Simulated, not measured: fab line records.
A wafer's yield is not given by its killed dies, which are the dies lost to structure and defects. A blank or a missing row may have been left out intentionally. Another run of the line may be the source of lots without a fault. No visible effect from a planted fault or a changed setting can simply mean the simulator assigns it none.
fab line records	flow sfq_line
record: lots: 6	wafers: 18	last_day: 91
route steps=325 shown M6@255 I6@266 M7@281 I7@296 M8@325
lots that met no fault: from a run of the same line without faults
start_h: start of the lot's first displayed wafer, in hours after the record's first day	wait_h: hours elapsed since this lot's preceding step	" as in the row above	L1.1+2: a single row standing in for several wafers	- no value present, or no start provided	* or withheld: withheld	< > ~ a bound
route shown NAME@n: NAME is a module with steps in the file, n the number in the route of the first one	usual: average and standard deviation across the fault-free wafers	same: alike in all rows	chamber/n: place in a boat	sites: per-site readings	_std_site: their standard deviation	_edge_site: the outer-site mean with the inner-site mean subtracted	radius_mm: for every site, how far away it sits from the centre of the wafer	mask NAME#n: copy n	behind: the last tool/chamber to shape the wafer	hold: what put the lot on hold/how long, in hours/how the hold closed	device: the transistor (n, p or np) that didn't switch	end of line: at the end of the route, the tests of the same wafers	where a step has no rows: the recipe by itself	killed: not the wafer's yield, but the dies lost to structure and defects at the first sort	map: shows each die of a wafer: x if killed, . if not, _ if none is there
set.NAME: the setting the step ran with; set.NAME@STEP: the setting that earlier step ran with	model.NAME: the simulator's own value behind a step, which no gauge read
lots at some steps of the route; a table a step, a row a wafer
services: when a tool's chamber went out of use (start_h, in hours from the record's first day, below 0 if earlier), for how many hours, and the reason
== steps ==
step: SFQ_TRILAYER_M6_LITHO_COAT_164
recipe: resist: BARC	spin_rpm: 2939	resist_thk_nm: 62
step: SFQ_TRILAYER_M6_LITHO_COAT_159
recipe: resist: KrF	spin_rpm: 3000	resist_thk_nm: 600
step: SFQ_TRILAYER_M6_LITHO_SOFTBAKE_163
recipe: temp_c: withheld	time_s: withheld	resist: KrF
step: SFQ_TRILAYER_M6_LITHO_EXPOSE_160
recipe: mask_id: M6	na: 0.6	source_shape: conventional	sigma_outer: 0.65	target_cd_nm: 500	dose_mj: 14.4
step: SFQ_TRILAYER_M6_LITHO_PEB_162
recipe: peb_temp_c: 115	peb_time_s: 60	resist: KrF
step: SFQ_TRILAYER_M6_LITHO_DEVELOP_161
recipe: time_s: 60	resist: KrF
step: SFQ_M6_OVL_MEAS_940
usual: M6_OVL: 1/5.6
lot.wafer	tool	chamber	start_h	wait_h	M6_OVL[nm]
L320.2	overlay-01	-	1714.44	0.1	-5
L320.3	"	-	"	"	1
L320.5	"	-	"	"	0
L331.2	overlay-01	-	1802.47	0.1	1
L331.5	"	-	"	"	5
L331.6	"	-	"	"	-1
L332.3	overlay-02	-	1806.07	0.1	-6
L332.4	"	-	"	"	-2
L332.6	"	-	"	"	-10
L333.1	overlay-02	-	1808.46	0.1	-4
L333.4	"	-	"	"	4
L333.6	"	-	"	"	4
L336.3	overlay-01	-	1824.07	0.1	3
L336.5	"	-	"	"	-3
L336.6	"	-	"	"	1
L341.1	overlay-01	-	1856.99	0.1	0
L341.4	"	-	"	"	-9
L341.6	"	-	"	"	-7
step: SFQ_TRILAYER_M6_BARC_OPEN_METAL_ETCH_206
recipe: mask_material: PR	chemistry: O2	target_depth_nm: 125	target: BARC	icp_w: 600	bias_w: 80	pressure_mtorr: 10	time_s: 41.7
step: SFQ_TRILAYER_M6_ETCH_METAL_ETCH_162
recipe: target: Nb	stop_on: SiO2	mask_material: PR	chemistry: Cl2/Ar	target_depth_nm: 240	icp_w: 600	bias_w: 80	pressure_mtorr: 10	time_s: 120
step: SFQ_TRILAYER_M6_STRIP_STRIP_163
recipe: gas: O2	power_w: 200	platen_temp_c: 40	overash_fraction: 0.65	chemistry: O2	pressure_mtorr: 47.72
step: SFQ_TRILAYER_M6_STRIP_SOLV_CLEAN_164
recipe: chemistry: NMP	temp_c: 70	time_s: 600
step: SFQ_TRILAYER_I6_DEP_PECVD_165
recipe: material: SiO2	temp_c: 150	time_s: 111.11	pressure_torr: 2.4	rf_w: 183.3	precursor: SiH4/N2O	target_thk_nm: 500
usual: heater_power_outer_w: 31/6.6	heater_power_w: 84/10	throttle_valve_pct: 25.4/1.1
lot.wafer	tool	chamber	start_h	wait_h	heater_power_outer_w	heater_power_w	throttle_valve_pct
L320.2	pecvd-01	0	1715.45	0.0	40	100	24.8
L320.3	"	1	"	"	39	99	24.9
L320.5	"	1	"	"	40	102	24.8
L331.2	pecvd-02	1	1803.46	0.0	41	97	26.0
L331.5	"	0	"	"	37	85	24.3
L331.6	"	1	"	"	43	99	25.9
L332.3	pecvd-02	1	1807.06	0.0	31	84	26.0
L332.4	"	1	"	"	35	91	26.0
L332.6	"	0	"	"	37	85	24.3
L333.1	pecvd-01	1	1809.46	0.0	41	101	25.4
L333.4	"	0	"	"	27	83	25.2
L333.6	"	1	"	"	42	105	25.0
L336.3	pecvd-02	2	1825.06	0.0	21	71	24.5
L336.5	"	2	"	"	24	75	24.5
L336.6	"	0	"	"	33	79	24.3
L341.1	pecvd-01	1	1857.99	0.0	37	98	25.0
L341.4	"	2	"	"	33	83	24.5
L341.6	"	1	"	"	38	99	25.2
step: SFQ_TRILAYER_I6_CMP_CMP_166
recipe: material: SiO2	down_force_psi: 3	platen_rpm: 60	pad_velocity_m_s: 0.94248
usual: edge_zone_pressure_frac: 1.000/0.0045	head_pressure_psi: 2.999/0.006	motor_current_A: 10.7/1.1	time_to_endpoint_s: 217/7.9
lot.wafer	tool	chamber	start_h	wait_h	edge_zone_pressure_frac	head_pressure_psi	motor_current_A	time_to_endpoint_s	model.SiO2_of_TRILAYER_I6_DEP_PECVD_165.thk_nm
L320.2	cmp-01	3	1715.53	0.0	0.999	2.999	11.9	208	201.1
L320.3	"	1	1716.53	1.0	1.001	3.002	9.0	220	203.4
L320.5	"	0	1718.03	2.5	1.001	2.994	11.7	233	202.8
L331.2	cmp-01	1	1808.77	5.3	0.997	2.997	9.6	220	201.7
L331.5	"	0	1810.27	6.7	0.992	2.988	11.3	231	201.8
L331.6	"	1	"	"	1.004	2.997	9.5	231	200.9
L332.4	cmp-02	2	1812.73	5.6	-	-	-	-	507.8
L332.3	"	0	1813.73	6.6	-	-	-	-	496.6
L332.6	"	1	"	"	-	-	-	-	499.5
L333.4	cmp-02	0	1815.23	5.7	-	-	-	-	497.2
L333.1	"	1	"	"	-	-	-	-	486.5
L333.6	"	0	1817.23	7.7	-	-	-	-	492.4
L336.3	cmp-02	2	1830.23	5.1	1.001	2.995	10.7	217	200.7
L336.5	"	2	1832.23	7.1	1.000	3.006	10.6	219	198.4
L336.6	"	3	"	"	1.007	3.007	11.0	229	202.3
L341.1	cmp-01	0	1858.57	0.5	0.995	2.986	11.1	230	200.8
L341.4	"	2	1859.57	1.5	1.006	2.997	9.1	230	200.2
L341.6	"	3	"	"	0.995	2.989	12.0	223	199.7
step: SFQ_I6_BOW_MEAS_941
recipe: mode: bow
usual: I6_BOW: 4/10
lot.wafer	tool	chamber	start_h	wait_h	I6_BOW[um]
L320.2	film_metro-02	-	1718.55	2.5	5
L320.3	"	-	"	"	-2
L320.5	"	-	"	"	5
L331.2	film_metro-03	-	1811.29	2.0	3
L331.5	"	-	"	"	-10
L331.6	"	-	"	"	-7
L332.3	film_metro-03	-	1815.27	1.0	12
L332.4	"	-	"	"	3
L332.6	"	-	"	"	5
L333.1	film_metro-01	-	1818.23	2.0	-15
L333.4	"	-	"	"	-11
L333.6	"	-	"	"	-16
L336.3	film_metro-02	-	1833.27	2.5	7
L336.5	"	-	"	"	10
L336.6	"	-	"	"	12
L341.1	film_metro-02	-	1861.07	2.0	10
L341.4	"	-	"	"	17
L341.6	"	-	"	"	23
step: SFQ_TRILAYER_I6_METRO_MEASURE_167
usual: thk_nm: 200.8/1.2
lot.wafer	tool	chamber	start_h	wait_h	thk_nm
L320.2	film_metro-02	-	1718.85	0.3	201.1
L320.3	"	-	"	"	203.5
L320.5	"	-	"	"	202.8
L331.2	film_metro-03	-	1811.59	0.3	201.7
L331.5	"	-	"	"	201.8
L331.6	"	-	"	"	200.9
L332.3	film_metro-03	-	1815.75	0.5	496.8
L332.4	"	-	"	"	508.0
L332.6	"	-	"	"	499.4
L333.1	film_metro-01	-	1818.35	0.1	487.1
L333.4	"	-	"	"	496.9
L333.6	"	-	"	"	492.8
L336.3	film_metro-02	-	1833.75	0.5	200.8
L336.5	"	-	"	"	198.4
L336.6	"	-	"	"	202.3
L341.1	film_metro-02	-	1861.19	0.1	200.9
L341.4	"	-	"	"	200.0
L341.6	"	-	"	"	199.7
step: SFQ_TRILAYER_I6_VIA_LITHO_COAT_174
recipe: resist: BARC	spin_rpm: 3000	resist_thk_nm: 62
step: SFQ_TRILAYER_I6_VIA_LITHO_COAT_169
recipe: resist: KrF	spin_rpm: 3000	resist_thk_nm: 650
step: SFQ_TRILAYER_I6_VIA_LITHO_SOFTBAKE_173
recipe: temp_c: withheld	time_s: withheld	resist: KrF
step: SFQ_TRILAYER_I6_VIA_LITHO_EXPOSE_170
recipe: mask_id: I6	na: 0.6	source_shape: conventional	sigma_outer: 0.65	target_cd_nm: 700	dose_mj: 21.3
step: SFQ_TRILAYER_I6_VIA_LITHO_PEB_172
recipe: peb_temp_c: 115	peb_time_s: 60	resist: KrF
step: SFQ_TRILAYER_I6_VIA_LITHO_DEVELOP_171
recipe: time_s: 60	resist: KrF
step: SFQ_I6_OVL_MEAS_942
usual: I6_OVL: 2/5.6
lot.wafer	tool	chamber	start_h	wait_h	I6_OVL[nm]
L320.2	overlay-02	-	1827.67	0.1	1
L320.3	"	-	"	"	-4
L320.5	"	-	"	"	-2
L331.2	overlay-02	-	1902.94	0.1	1
L331.5	"	-	"	"	-2
L331.6	"	-	"	"	4
L332.3	overlay-02	-	1905.34	0.1	0
L332.4	"	-	"	"	5
L332.6	"	-	"	"	-1
L333.1	overlay-01	-	1906.53	0.1	4
L333.4	"	-	"	"	1
L333.6	"	-	"	"	0
L336.3	overlay-02	-	1919.87	0.1	-3
L336.5	"	-	"	"	-6
L336.6	"	-	"	"	-5
L341.1	overlay-02	-	1948.65	0.1	-3
L341.4	"	-	"	"	0
L341.6	"	-	"	"	2
step: SFQ_TRILAYER_I6_VIA_BARC_OPEN_VIA_ETCH_235
recipe: mask_material: PR	chemistry: O2	target_depth_nm: 125	target: BARC	source_w: 500	bias_w: 80	pressure_mtorr: 30	time_s: 41.7
usual: drypump_motor_current_A: 5.8/0.51	oes_product_au: 0.686/0.0052
lot.wafer	tool	chamber	start_h	wait_h	drypump_motor_current_A	oes_product_au	rf_hours_counter_h
L320.2	rie_diel-03	1	1827.70	0.0	4.9	0.685	4
L320.3	"	3	"	"	5.9	0.681	16
L320.5	"	1	"	"	4.9	0.681	-
L331.2	rie_diel-03	2	1902.97	0.0	5.7	0.681	18
L331.5	"	3	"	"	5.9	0.678	-
L331.6	"	0	"	"	5.8	0.690	-
L332.3	rie_diel-01	1	1905.37	0.0	6.0	0.684	17
L332.4	"	3	"	"	6.2	0.680	2
L332.6	"	0	"	"	6.0	0.690	-
L333.1	rie_diel-04	1	1906.57	0.0	4.7	0.683	17
L333.4	"	3	"	"	6.2	0.687	20
L333.6	"	2	"	"	6.5	0.683	-
L336.3	rie_diel-04	2	1919.89	0.0	6.5	0.677	5
L336.5	"	2	"	"	6.5	0.693	-
L336.6	"	3	"	"	6.1	0.686	-
L341.1	rie_diel-04	3	1948.69	0.0	6.1	0.693	20
L341.4	"	0	"	"	5.8	0.680	13
L341.6	"	0	"	"	5.7	0.686	-
step: SFQ_TRILAYER_I6_VIA_ETCH_VIA_ETCH_172
recipe: target: SiO2	stop_on: Nb	mask_material: PR	taper_deg: 20	chemistry: CHF3	target_depth_nm: 260	source_w: 500	bias_w: 80	pressure_mtorr: 30	time_s: withheld
usual: drypump_motor_current_A: 5.8/0.51	oes_product_au: 0.856/0.0054
lot.wafer	tool	chamber	start_h	wait_h	drypump_motor_current_A	oes_product_au	model.etch.depth_nm	model.I6.feature_depth_nm
L320.2	rie_diel-03	1	1827.74	0.0	4.9	0.863	201.1	201.1
L320.3	"	3	"	"	5.9	0.863	203.4	203.4
L320.5	"	1	"	"	4.9	0.860	202.8	202.8
L331.2	rie_diel-03	2	1903.01	0.0	5.6	0.854	201.7	201.7
L331.5	"	3	"	"	5.9	0.860	201.8	201.8
L331.6	"	0	"	"	5.8	0.854	200.9	200.9
L332.3	rie_diel-01	1	1905.41	0.0	6.1	1.628	260.2	260.2
L332.4	"	3	"	"	6.2	1.586	252.8	252.8
L332.6	"	0	"	"	6.0	1.634	263	263
L333.1	rie_diel-04	1	1906.61	0.0	4.7	1.617	259	259
L333.4	"	3	"	"	6.1	1.636	261.8	261.8
L333.6	"	2	"	"	6.5	1.609	256.6	256.6
L336.3	rie_diel-04	2	1919.93	0.0	6.5	0.856	200.7	200.7
L336.5	"	2	"	"	6.5	0.848	198.4	198.4
L336.6	"	3	"	"	6.1	0.858	202.3	202.3
L341.1	rie_diel-04	3	1948.73	0.0	6.1	0.860	200.8	200.8
L341.4	"	0	"	"	5.7	0.852	200.2	200.2
L341.6	"	0	"	"	5.7	0.846	199.7	199.7
step: SFQ_TRILAYER_I6_VIA_STRIP_STRIP_173
recipe: gas: O2	power_w: 200	platen_temp_c: 40	overash_fraction: 0.65	chemistry: O2	pressure_mtorr: 50
step: SFQ_TRILAYER_I6_VIA_STRIP_SOLV_CLEAN_174
recipe: chemistry: NMP	temp_c: 70	time_s: 600
step: SFQ_TRILAYER_M7_DEP_PRE_CLEAN_176
recipe: gas: Ar	time_s: 22.5	bias_v: 250
lot.wafer	tool	chamber	start_h	wait_h	model.SiO2_of_TRILAYER_I6_DEP_PECVD_165.thk_nm
L320.2	pvd_sputter-05	-	1828.63	0.0	193.6
L320.3	"	-	"	"	195.9
L320.5	"	-	"	"	195.3
L331.2	pvd_sputter-04	-	1903.89	0.0	194.2
L331.5	"	-	"	"	194.3
L331.6	"	-	"	"	193.4
L332.3	pvd_sputter-05	-	1906.29	0.0	489.1
L332.4	"	-	"	"	500.3
L332.6	"	-	"	"	492
L333.1	pvd_sputter-03	-	1907.49	0.0	479
L333.4	"	-	"	"	489.7
L333.6	"	-	"	"	484.9
L336.3	pvd_sputter-03	-	1920.82	0.0	193.2
L336.5	"	-	"	"	190.9
L336.6	"	-	"	"	194.8
L341.1	pvd_sputter-05	-	1949.62	0.0	193.3
L341.4	"	-	"	"	192.7
L341.6	"	-	"	"	192.2
step: SFQ_TRILAYER_M7_DEP_SPUTTER_175
recipe: material: Nb	base_pressure_pa: 1.33e-06	chamber_pressure_pa: 0.1333	substrate_temp_c: 20	target_thk_nm: 200	power_w: 2000	time_s: 133.3
usual: throttle_valve_pct: 30.7/0.97
lot.wafer	tool	chamber	start_h	wait_h	throttle_valve_pct
L320.2	pvd_sputter-05	-	1828.66	0.0	29.6
L320.3	"	-	"	"	31.5
L320.5	"	-	"	"	31.1
L331.2	pvd_sputter-04	-	1903.92	0.0	30.8
L331.5	"	-	"	"	29.5
L331.6	"	-	"	"	30.6
L332.3	pvd_sputter-05	-	1906.32	0.0	31.6
L332.4	"	-	"	"	31.0
L332.6	"	-	"	"	31.7
L333.1	pvd_sputter-03	-	1907.52	0.0	31.0
L333.4	"	-	"	"	30.8
L333.6	"	-	"	"	30.3
L336.3	pvd_sputter-03	-	1920.85	0.0	31.3
L336.5	"	-	"	"	31.1
L336.6	"	-	"	"	31.1
L341.1	pvd_sputter-05	-	1949.65	0.0	29.6
L341.4	"	-	"	"	31.9
L341.6	"	-	"	"	31.9
step: SFQ_M7_RS_MEAS_943
recipe: thk_meas_gauge: four-point-probe	reads: Nb_of_TRILAYER_M7_DEP_SPUTTER_175
usual: M7_NB_RS: 0.891/0.01
lot.wafer	tool	chamber	start_h	wait_h	M7_NB_RS[ohm/sq]
L320.2	film_metro-04	-	1828.77	0.1	0.904
L320.3	"	-	"	"	0.898
L320.5	"	-	"	"	0.888
L331.2	film_metro-02	-	1904.03	0.1	0.889
L331.5	"	-	"	"	0.896
L331.6	"	-	"	"	0.887
L332.3	film_metro-04	-	1906.45	0.1	0.901
L332.4	"	-	"	"	0.898
L332.6	"	-	"	"	0.893
L333.1	film_metro-03	-	1907.61	0.0	0.876
L333.4	"	-	"	"	0.898
L333.6	"	-	"	"	0.882
L336.3	film_metro-03	-	1920.98	0.1	0.885
L336.5	"	-	"	"	0.886
L336.6	"	-	"	"	0.887
L341.1	film_metro-04	-	1949.74	0.0	0.891
L341.4	"	-	"	"	0.890
L341.6	"	-	"	"	0.884
step: SFQ_TRILAYER_M7_LITHO_COAT_182
recipe: resist: BARC	spin_rpm: 3000	resist_thk_nm: 62.54
step: SFQ_TRILAYER_M7_LITHO_COAT_177
recipe: resist: KrF	spin_rpm: 3000	resist_thk_nm: 600
step: SFQ_TRILAYER_M7_LITHO_SOFTBAKE_181
recipe: temp_c: withheld	time_s: withheld	resist: KrF
step: SFQ_TRILAYER_M7_LITHO_EXPOSE_178
recipe: mask_id: M7	na: 0.6	source_shape: conventional	sigma_outer: 0.65	target_cd_nm: 500	dose_mj: 14.4
step: SFQ_TRILAYER_M7_LITHO_PEB_180
recipe: peb_temp_c: 115	peb_time_s: 60	resist: KrF
step: SFQ_TRILAYER_M7_LITHO_DEVELOP_179
recipe: time_s: 60	resist: KrF
step: SFQ_M7_OVL_MEAS_945
usual: M7_OVL: 3/5.1
lot.wafer	tool	chamber	start_h	wait_h	M7_OVL[nm]
L320.2	overlay-01	-	1834.20	0.1	2
L320.3	"	-	"	"	-2
L320.5	"	-	"	"	-2
L331.2	overlay-02	-	2000.51	0.1	1
L331.5	"	-	"	"	3
L331.6	"	-	"	"	5
L332.3	overlay-02	-	2002.92	0.1	1
L332.4	"	-	"	"	6
L332.6	"	-	"	"	0
L333.1	overlay-02	-	2005.30	0.1	-3
L333.4	"	-	"	"	1
L333.6	"	-	"	"	12
L336.3	overlay-02	-	2014.92	0.1	-11
L336.5	"	-	"	"	-4
L336.6	"	-	"	"	-2
L341.1	overlay-02	-	2032.18	0.1	-2
L341.4	"	-	"	"	-5
L341.6	"	-	"	"	-3
step: SFQ_TRILAYER_M7_BARC_OPEN_METAL_ETCH_229
recipe: mask_material: PR	chemistry: O2	target_depth_nm: 125	target: BARC	icp_w: 600	bias_w: 80	pressure_mtorr: 10	time_s: 41.7
usual: drypump_motor_current_A: 5.8/0.46	oes_product_au: 0.688/0.0048
lot.wafer	tool	chamber	start_h	wait_h	drypump_motor_current_A	oes_product_au	rf_hours_counter_h
L320.2	rie_metal-03	0	1834.23	0.0	5.5	0.686	88
L320.3	"	1	"	"	5.2	0.686	-
L320.5	"	1	"	"	5.3	0.690	-
L331.2	rie_metal-01	0	2000.56	0.0	5.5	0.688	-
L331.5	"	0	"	"	5.5	0.694	-
L331.6	"	0	"	"	5.5	0.688	-
L332.3	rie_metal-01	0	2002.98	0.1	5.5	0.683	-
L332.4	"	0	"	"	5.5	0.685	-
L332.6	"	0	"	"	5.5	0.690	-
L333.1	rie_metal-01	0	2005.34	0.0	5.5	0.699	69
L333.4	"	0	"	"	5.5	0.686	-
L333.6	"	0	"	"	5.5	0.682	-
L336.3	rie_metal-01	0	2014.98	0.1	5.5	0.686	-
L336.5	"	0	"	"	5.5	0.690	-
L336.6	"	0	"	"	5.5	0.691	-
L341.1	rie_metal-01	0	2032.22	0.0	5.5	0.687	76
L341.4	"	0	"	"	5.5	0.693	-
L341.6	"	0	"	"	5.5	0.690	-
step: SFQ_TRILAYER_M7_ETCH_METAL_ETCH_180
recipe: target: Nb	stop_on: SiO2	mask_material: PR	chemistry: Cl2/Ar	target_depth_nm: 240	icp_w: 600	bias_w: 80	pressure_mtorr: 10	time_s: 120
step: SFQ_TRILAYER_M7_STRIP_STRIP_181
recipe: gas: O2	power_w: 200	platen_temp_c: 40	overash_fraction: 0.65	chemistry: O2	pressure_mtorr: 50
step: SFQ_TRILAYER_M7_STRIP_SOLV_CLEAN_182
recipe: chemistry: NMP	temp_c: 70	time_s: 600
step: SFQ_TRILAYER_I7_DEP_PECVD_183
recipe: material: SiO2	temp_c: 150	time_s: 111.11	pressure_torr: 2.4	rf_w: 183.3	precursor: SiH4/N2O	target_thk_nm: 500
usual: heater_power_outer_w: 32/6	heater_power_w: 84/8.6	throttle_valve_pct: 24.8/0.99
lot.wafer	tool	chamber	start_h	wait_h	heater_power_outer_w	heater_power_w	throttle_valve_pct
L320.2	pecvd-02	2	1835.19	0.0	26	79	24.6
L320.3	"	2	"	"	28	82	24.3
L320.5	"	1	"	"	39	97	26.2
L331.2	pecvd-02	0	2002.46	0.0	29	72	24.5
L331.5	"	0	"	"	32	77	24.7
L331.6	"	1	"	"	41	98	26.5
L332.3	pecvd-03	2	2004.69	0.0	38	85	23.2
L332.4	"	1	"	"	27	80	25.3
L332.6	"	0	"	"	22	72	23.9
L333.1	pecvd-02	2	2007.09	0.0	30	84	25.1
L333.4	"	1	"	"	30	85	26.4
L333.6	"	0	"	"	40	86	24.7
L336.3	pecvd-01	0	2016.69	0.0	40	100	25.4
L336.5	"	0	"	"	27	86	25.1
L336.6	"	1	"	"	28	87	25.3
L341.1	pecvd-03	0	2033.18	0.0	23	74	24.0
L341.4	"	2	"	"	32	81	23.4
L341.6	"	0	"	"	26	77	24.1
step: SFQ_M8_BOW_MEAS_951
recipe: mode: bow
usual: M8_BOW: 6/11
lot.wafer	tool	chamber	start_h	wait_h	M8_BOW[um]	model.etest.i6.link_ohm
L320.2	film_metro-02	-	1936.77	0.0	6	1.901
L320.3	"	-	"	"	2	1.879
L320.5	"	-	"	"	6	1.883
L331.2	film_metro-02	-	2015.21	0.0	5	1.884
L331.5	"	-	"	"	-8	1.897
L331.6	"	-	"	"	-5	1.885
L332.3	film_metro-01	-	2018.39	0.0	14	1e+06
L332.4	"	-	"	"	6	1e+06
L332.6	"	-	"	"	6	1e+06
L333.1	film_metro-04	-	2021.36	0.0	-14	1e+06
L333.4	"	-	"	"	-10	1e+06
L333.6	"	-	"	"	-14	1e+06
L336.3	film_metro-01	-	2094.06	0.0	14	1.866
L336.5	"	-	"	"	18	1.864
L336.6	"	-	"	"	19	1.872
L341.1	film_metro-02	-	2185.39	0.0	16	1.892
L341.4	"	-	"	"	23	1.881
L341.6	"	-	"	"	29	1.877
== services ==
tool	chamber	start_h	hours	kind
rie_metal-01	-	1712.96	14.6	pm
rie_diel-03	0	1724.70	6.0	repair
pvd_sputter-03	-	1726.00	5.1	repair
rie_diel-03	3	1726.15	8.1	repair
rie_diel-04	3	1726.53	6.4	repair
rie_diel-03	3	1748.88	5.1	repair
pecvd-02	-	1820.16	2.8	pm
pecvd-02	0	1827.98	22.6	repair
pecvd-02	-	1836.25	6.0	pm
pvd_sputter-05	-	1841.74	4.4	repair
pecvd-02	1	1845.97	2.8	repair
pvd_sputter-05	-	1854.05	1.2	repair
rie_diel-04	0	1854.40	3.5	repair
rie_diel-04	2	1859.38	12.6	repair
rie_metal-01	-	1883.04	1.2	repair
pecvd-02	2	1884.63	15.2	repair
rie_diel-04	3	1890.71	2.1	repair
pecvd-02	1	1905.38	17.6	repair
pecvd-02	-	1944.05	0.7	repair
pecvd-02	1	1969.47	3.6	repair
rie_diel-04	3	1984.42	7.2	repair
rie_diel-04	1	1990.12	2.8	repair
rie_diel-04	2	1998.77	2.6	repair
pvd_sputter-05	-	2026.72	0.6	repair
== key ==
first_sign: step: SFQ_TRILAYER_I6_CMP_CMP_166	reading: tool_record	direction: missing
effect: step: SFQ_TRILAYER_I6_METRO_MEASURE_167	reading: thk_nm	direction: up	sigmas: 99+	usual: 200.8	struck: 496.8
effect: step: SFQ_TRILAYER_I6_VIA_ETCH_VIA_ETCH_172	reading: oes_product_au	direction: up	sigmas: 99+	usual: 0.856	struck: 1.618
model_effect: step: SFQ_TRILAYER_I6_CMP_CMP_166	value: SiO2_of_TRILAYER_I6_DEP_PECVD_165.thk_nm	without: 199.8	struck: 496.6
model_effect: step: SFQ_TRILAYER_I6_VIA_ETCH_VIA_ETCH_172	value: etch.depth_nm	without: 199.8	struck: 258.9
model_effect: step: SFQ_TRILAYER_M7_DEP_PRE_CLEAN_176	value: SiO2_of_TRILAYER_I6_DEP_PECVD_165.thk_nm	without: 192.3	struck: 489.1
model_effect: step: SFQ_M8_BOW_MEAS_951	value: etest.i6.link_ohm	without: 1.872	struck: 1e+06
met_at SFQ_TRILAYER_I6_CMP_CMP_166
struck_wafers L332.3,L332.4,L332.6,L333.1,L333.4,L333.6
fault: kind: skipped_step_whole	tool: cmp-02	chamber: -	onset_h: 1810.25	steps: SFQ_TRILAYER_I6_CMP_CMP_166	scope: struck_lots_only
